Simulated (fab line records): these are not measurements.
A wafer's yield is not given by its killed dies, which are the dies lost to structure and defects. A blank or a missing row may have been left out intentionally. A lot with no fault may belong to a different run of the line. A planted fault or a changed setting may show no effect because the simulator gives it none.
Which tool is to blame? | flow gf180mcu | 33 wafers from 11 lots sampled at 2 of the route's 602 steps

## WHAT THE GAUGES READ, wafer by wafer
GF_M4_RS_MEAS_05: a four-point-probe measurement. Usual: M4_ALCU_RS typically reads 0.0689 ohm/sq, with standard deviation 0.00076.
lot  | measured     | on           | M4_ALCU_RS (ohm/sq)  | flag
L722 | day 22 18:02 | filmMetro-01 | 0.0694 0.0700 0.0691 | 
L723 | day 22 18:49 | filmMetro-01 | 0.0689 0.0690 0.0688 | 
L726 | day 25 22:35 | filmMetro-02 | 0.0687 0.0673 0.0678 | 
L727 | day 26 01:22 | filmMetro-01 | 0.0702 0.0707 0.0691 | 
L729 | day 26 06:03 | filmMetro-01 | 0.0694 0.0696 0.0694 | 
L731 | day 26 09:10 | filmMetro-01 | 0.0690 0.0693 0.0698 | 
L737 | day 28 09:30 | filmMetro-03 | 0.0699 0.0696 0.0687 | 
L738 | day 28 18:52 | filmMetro-01 | 0.0692 0.0684 0.0682 | 
L739 | day 29 07:37 | filmMetro-03 | 0.0674 0.0673 0.0683 | 
L741 | day 29 15:16 | filmMetro-01 | 0.0697 0.0691 0.0696 | 
L743 | day 30 01:50 | filmMetro-03 | 0.0684 0.0683 0.0688 | 

## EACH LOT AND THE TOOL THAT RAN IT (in order: tool; ch and the chambers of the sampled wafers; start)
lot  | GF_M4_SPUTTER_03
L722 | pvdSputter-01, day 22 17:57
L723 | pvdSputter-02, day 22 18:44
L726 | pvdSputter-02, day 25 22:30
L727 | pvdSputter-02, day 26 01:18
L729 | pvdSputter-02, day 26 05:59
L731 | pvdSputter-01, day 26 09:06
L737 | pvdSputter-02, day 28 09:25
L738 | pvdSputter-01, day 28 18:48
L739 | pvdSputter-02, day 29 07:32
L741 | pvdSputter-02, day 29 15:11
L743 | pvdSputter-02, day 30 01:45
- GF_M4_SPUTTER_03: material Ti, target thk 10 nm, time 6.7 s.

## AS READ BY THE TOOLS THEMSELVES (means over the sampled wafers that have a number; for cases with no such wafer, the mark the record gives instead)
GF_M4_SPUTTER_03. Usual: 29.8 % for throttleValvePct, sd 0.69.
lot  | tool          | throttleValvePct (%) | flag
L722 | pvdSputter-01 | 29.2                 | 
L723 | pvdSputter-02 | 29.9                 | 
L726 | pvdSputter-02 | 29.4                 | 
L727 | pvdSputter-02 | 29.9                 | 
L729 | pvdSputter-02 | 30.0                 | 
L731 | pvdSputter-01 | 29.5                 | 
L737 | pvdSputter-02 | 29.5                 | 
L738 | pvdSputter-01 | 29.2                 | 
L739 | pvdSputter-02 | 29.5                 | 
L741 | pvdSputter-02 | 29.7                 | 
L743 | pvdSputter-02 | 29.5                 | 

## THE ANSWER, worked out from the rows above alone
Rule: a lot is off if the mean of its wafers that have a number lies more than 3 standard deviations from the usual mean. Also off: a lot with no number at a reading for which 4 or more lots have one. Any other lot the step has rows for is counted as sound. After the gauges, taken in route order, come the tools' own readings; for these a lot's mean is taken, as printed above. The first step at which some lot is off is used, and at that step the reading that is off furthest; a lot without a number counts as furthest.
No lot is off on any of the readings shown, so nothing can be concluded from this.

## WHAT THE SIMULATOR HAD INSERTED
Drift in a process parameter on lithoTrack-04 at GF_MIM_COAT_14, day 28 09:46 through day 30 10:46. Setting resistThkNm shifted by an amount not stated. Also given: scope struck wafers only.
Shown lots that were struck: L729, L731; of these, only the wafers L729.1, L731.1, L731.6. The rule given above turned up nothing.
